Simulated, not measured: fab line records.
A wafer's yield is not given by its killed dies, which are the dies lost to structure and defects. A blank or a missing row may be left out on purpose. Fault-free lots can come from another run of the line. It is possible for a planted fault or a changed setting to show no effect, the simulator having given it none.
Chamber matching	flow sfq-line	4 sister chambers for SFQ_TRILAYER_I0_CMP_CMP_028 on cmp-02
The step polishes SiO2. 8 wafers are shown with their chamber, then 9 later ones without.

## EACH WAFER AND ITS CHAMBER
wafer	chamber	motor-current-A (A)	edge-zone-pressure-frac
L746.2	0	8.8	0.989
L750.6	2	9.6	1.002
L751.4	3	12.2	1.002
L751.5	1	10.9	1.001
L752.1	1	11.1	1.002
L752.2	0	8.5	0.996
L752.3	3	12.2	1.005
L755.1	2	10.4	0.991

## WAFERS WHOSE CHAMBER IS MISSING
wafer	motor-current-A (A)	edge-zone-pressure-frac
L755.2	8.3	1.000
L755.4	12.0	1.008
L756.3	8.0	0.996
L756.4	10.6	1.005
L756.5	10.8	1.001
L757.1	9.9	0.991
L757.6	11.1	0.997
L758.2	13.0	1.006
L758.3	9.9	1.004

## EACH ONE'S CHAMBER
wafer	from the rows above	in truth
L755.2	0	0
L755.4	3	3
L756.3	0	0
L756.4	can't be placed: 1 or 2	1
L756.5	1	1
L757.1	2	2
L757.6	1	1
L758.2	3	3
L758.3	can't be placed: 2 or 1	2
Correctly placed: 7 of 9. From these rows, 2 cannot be placed; in 2 the true chamber is one of the candidates. Number placed wrongly: 0.
How it was worked out, from the rows above alone: a wafer's distance from a chamber is the root of the sum, over the readings, of the square of ((its reading less the chamber's mean) divided by the reading's scatter). The wafer belongs to the nearest chamber; if the next one is less than 2 further off, it can't be placed. For every chamber, the mean is computed from those of its wafers that are shown. The scatter: take each reading less its chamber's mean, square it, sum over the shown wafers, divide by the number of wafers less the number of chambers, and take the root.
